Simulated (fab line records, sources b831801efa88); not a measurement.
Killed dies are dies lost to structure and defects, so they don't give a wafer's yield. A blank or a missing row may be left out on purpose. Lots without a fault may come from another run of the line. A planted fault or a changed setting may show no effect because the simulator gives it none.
Which tool did it? | flow sky130 | 14 lots, 42 wafers sampled, at 2 steps of a route of 708

WHAT THE GAUGES READ, wafer by wafer
SKY_FIELD_ISO_THK_MEAS_04.
lot  | measured    | on            | FIELD_ISO_CVD_03_THK (nm)
L562 | day 1 14:08 | film_metro-01 | 166.1 165.3 165.1
L564 | day 1 23:57 | film_metro-03 | 162.5 162.1 163.9
L568 | day 2 20:48 | film_metro-01 | 163.0 162.2 161.8
L569 | day 3 01:26 | film_metro-03 | 164.8 164.4 165.4
L575 | day 4 07:37 | film_metro-03 | 165.2 165.1 165.2
L577 | day 4 16:55 | film_metro-04 | 164.3 165.2 164.9
L578 | day 4 21:29 | film_metro-03 | 163.2 163.5 163.0
L579 | day 5 02:29 | film_metro-03 | 165.0 164.0 166.1
L580 | day 8 19:36 | film_metro-03 | 162.2 162.1 163.5
L581 | day 8 19:36 | film_metro-01 | 167.1 166.0 167.2
L582 | day 8 19:36 | film_metro-04 | 164.0 163.4 164.7
L583 | day 8 19:40 | film_metro-03 | 166.5 167.2 167.0
L584 | day 8 19:40 | film_metro-01 | 167.3 165.3 166.0
L585 | day 8 19:40 | film_metro-04 | 163.7 166.2 166.3

SKY_NWELL_THK_MEAS_02.
lot  | measured     | on            | NWELL_OXIDATION_THK (nm)
L562 | day 2 12:59  | film_metro-02 | 9.95 10.10 9.79
L564 | day 2 22:04  | film_metro-03 | 9.87 9.83 9.75
L568 | day 3 21:37  | film_metro-01 | 9.84 9.82 9.90
L569 | day 4 03:32  | film_metro-03 | 9.81 9.90 9.95
L575 | day 5 09:46  | film_metro-01 | 9.64 9.62 9.63
L577 | day 5 18:34  | film_metro-02 | 10.07 10.11 10.25
L578 | day 5 22:58  | film_metro-02 | 10.20 10.20 10.23
L579 | day 6 02:31  | film_metro-03 | 10.14 10.11 9.91
L580 | day 10 12:26 | film_metro-02 | 9.99 10.04 9.90
L581 | day 10 12:26 | film_metro-03 | 9.70 9.67 9.68
L582 | day 10 12:26 | film_metro-01 | 9.83 9.88 9.72
L583 | day 10 12:30 | film_metro-02 | 10.17 10.12 10.16
L584 | day 10 12:30 | film_metro-01 | 9.73 9.73 9.74
L585 | day 10 12:30 | film_metro-03 | 9.98 9.81 9.90

WHICH TOOL RAN EACH LOT (tool, then ch and the chambers of the sampled wafers, then the start)
The record holds no process step before these readings.

WHAT THE TOOLS THEMSELVES READ (means of the sampled wafers that have a number; where no wafer has one, the mark that the record gives instead)
The record holds no such reading with a usual standard deviation.

THE ANSWER, worked out from the rows above alone
Rule: what is usual is taken from the lots themselves. Put in order of their means at a reading, lots are off if they are a third of the lots or fewer, leave a main group of 4 or more, and stand apart from it by a gap of 3 or more times the standard deviation of the main group's means; of several such gaps the widest counts. A main group whose means are all the same, to the digits that the tables above print for the reading, isn't used. A lot without any number at a reading at which 4 lots or more have one is off too. The other lots that the step has rows for count as sound. The gauges are gone through in route order, then the tools' own readings, and for those a lot's mean is taken as printed above. The first step at which some lot is off is used, and at that step the reading that is off furthest; a lot without a number counts as furthest.
No lot is off at any reading shown: from this, nothing can be told.

WHAT THE SIMULATOR HAD PUT IN
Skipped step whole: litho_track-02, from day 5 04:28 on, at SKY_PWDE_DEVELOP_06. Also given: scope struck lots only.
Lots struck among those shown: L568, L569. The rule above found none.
